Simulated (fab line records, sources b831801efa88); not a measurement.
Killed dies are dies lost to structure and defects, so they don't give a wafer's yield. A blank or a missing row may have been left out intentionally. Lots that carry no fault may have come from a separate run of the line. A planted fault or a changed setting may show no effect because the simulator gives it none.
Matching of chambers | flow sky130 | SKY_VIA3_ETCH_15 on rie diel-01 has 4 sister chambers
The step etches SiO2 in C4F8/O2/Ar, stops on TiN, target depth 507 nm, time 78 s. 4 wafers are shown with their chamber, then 7 later ones without.

## WAFERS PAIRED WITH THEIR CHAMBERS
wafer  | chamber | oes product au (a.u.)
L080.5 | 3       | 0.939
L082.1 | 2       | 0.942
L084.1 | 1       | 0.949
L084.4 | 0       | 0.943

## WAFERS WITH NO CHAMBER GIVEN
wafer  | oes product au (a.u.)
L084.5 | 0.942
L089.2 | 0.950
L089.3 | 0.942
L089.4 | 0.939
L097.1 | 0.944
L097.3 | 0.946
L097.4 | 0.947

## CHAMBER TAKEN BY EACH
wafer  | from the rows above          | in truth
L084.5 | can't be placed: 2 or 0      | 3
L089.2 | 1                            | 1
L089.3 | can't be placed: 2 or 0      | 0
L089.4 | 3                            | 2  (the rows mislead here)
L097.1 | can't be placed: 0 or 2      | 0
L097.3 | can't be placed: 0 or 1 or 2 | 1
L097.4 | can't be placed: 1 or 0      | 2
Correct placement for 1 of the 7. These rows do not allow placing 5 (true chamber among the candidates in 3). Wrongly placed: 1.
How it was worked out, from the rows above alone: a wafer's distance from a chamber is the root of the sum, over the readings, of the square of ((its reading less the chamber's mean) divided by the reading's scatter). If the next closest chamber is less than 2 further off than the closest, the wafer can't be placed; otherwise it belongs to the closest. Each chamber's mean is taken over the wafers shown for it. The scatter: with one shown wafer a chamber, the root of the mean of the squares of how far each hidden wafer lies from its nearest shown one.
